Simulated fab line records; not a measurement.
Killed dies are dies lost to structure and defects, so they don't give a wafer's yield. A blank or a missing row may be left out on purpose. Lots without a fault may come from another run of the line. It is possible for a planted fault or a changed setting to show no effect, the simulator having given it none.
Chamber matching	flow sky130	4 sister chambers for SKY_VIA2_ETCH_15 on rie diel-02
The step etches SiO2 in C4F8/O2/Ar, stops on TiN, target depth 546 nm, time 84 s. 4 wafers are shown with their chamber, then 8 later ones without.

EACH WAFER AND ITS CHAMBER
wafer	chamber	oes product au (a.u.)
L087.5	2	0.943
L091.5	0	0.951
L093.2	1	0.944
L095.1	3	0.941

WAFERS WITHOUT THEIR CHAMBER
wafer	oes product au (a.u.)
L095.2	0.937
L095.3	0.935
L095.4	0.930
L095.5	0.942
L095.6	0.936
L094.2	0.946
L094.3	0.942
L094.5	0.942

THE CHAMBER EACH PASSED THROUGH
wafer	from the rows above	in truth
L095.2	can't be placed: 3 or 2 or 1 or 0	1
L095.3	can't be placed: 3 or 2 or 1 or 0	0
L095.4	can't be placed: 3 or 2 or 1 or 0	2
L095.5	can't be placed: 2 or 3 or 1 or 0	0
L095.6	can't be placed: 3 or 2 or 1 or 0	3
L094.2	can't be placed: 1 or 2 or 0 or 3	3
L094.3	can't be placed: 2 or 3 or 1 or 0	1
L094.5	can't be placed: 2 or 3 or 1 or 0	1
0 of 8 placed correctly. Cannot be placed on the basis of these rows: 8; the candidates contain the true chamber in 8. Placed wrongly: 0.
How it was worked out, from the rows above alone: a wafer's distance from a chamber is the root of the sum, over the readings, of the square of ((its reading less the chamber's mean) divided by the reading's scatter). If the next closest chamber is less than 2 further off than the closest, the wafer can't be placed; otherwise it belongs to the closest. The mean given for a chamber averages the wafers shown for that chamber. The scatter (one wafer shown for each chamber): square how far every hidden wafer sits from the nearest shown wafer, average those squares and take the square root.
